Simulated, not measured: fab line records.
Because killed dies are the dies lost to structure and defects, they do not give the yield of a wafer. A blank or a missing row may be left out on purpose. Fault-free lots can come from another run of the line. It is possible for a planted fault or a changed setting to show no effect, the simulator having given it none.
Matching of chambers || flow gf180mcu || 4 sister chambers for GF_CONTACT_CMP_04 on cmp-02
The step polishes SiO2. 4 wafers are shown with their chamber, then 7 later ones without.

WAFERS, EACH WITH ITS CHAMBER
{"wafer": "L192.1", "chamber": 1, "motor current A (A)": 13.2}
{"wafer": "L192.5", "chamber": 0, "motor current A (A)": 10.4}
{"wafer": "L193.1", "chamber": 2, "motor current A (A)": 11.4}
{"wafer": "L193.4", "chamber": 3, "motor current A (A)": 11.9}

WAFERS WHOSE CHAMBER IS MISSING
{"wafer": "L193.5", "motor current A (A)": 13.0}
{"wafer": "L201.2", "motor current A (A)": 10.1}
{"wafer": "L201.3", "motor current A (A)": 11.2}
{"wafer": "L201.4", "motor current A (A)": 12.7}
{"wafer": "L203.4", "motor current A (A)": 11.7}
{"wafer": "L203.5", "motor current A (A)": 10.6}
{"wafer": "L203.6", "motor current A (A)": 11.4}

WHICH CHAMBER EACH ONE RAN IN
{"wafer": "L193.5", "from the rows above": 1, "in truth": 1}
{"wafer": "L201.2", "from the rows above": 0, "in truth": 0}
{"wafer": "L201.3", "from the rows above": "can't be placed: 2 or 3", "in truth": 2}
{"wafer": "L201.4", "from the rows above": "can't be placed: 1 or 3", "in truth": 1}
{"wafer": "L203.4", "from the rows above": "can't be placed: 3 or 2", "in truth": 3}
{"wafer": "L203.5", "from the rows above": 0, "in truth": 0}
{"wafer": "L203.6", "from the rows above": "can't be placed: 2 or 3", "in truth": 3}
3 of 7 placed correctly. From these rows, 4 cannot be placed; in 4 the true chamber is one of the candidates. Placed wrongly: 0.
How it was worked out, from the rows above alone: a wafer's distance from a chamber is the root of the sum, over the readings, of the square of ((its reading less the chamber's mean) divided by the reading's scatter). If the next closest chamber is less than 2 further off than the closest, the wafer can't be placed; otherwise it belongs to the closest. The mean given for a chamber averages the wafers shown for that chamber. The scatter: root of mean squared gap, hidden wafer to nearest shown wafer, with one shown wafer a chamber.
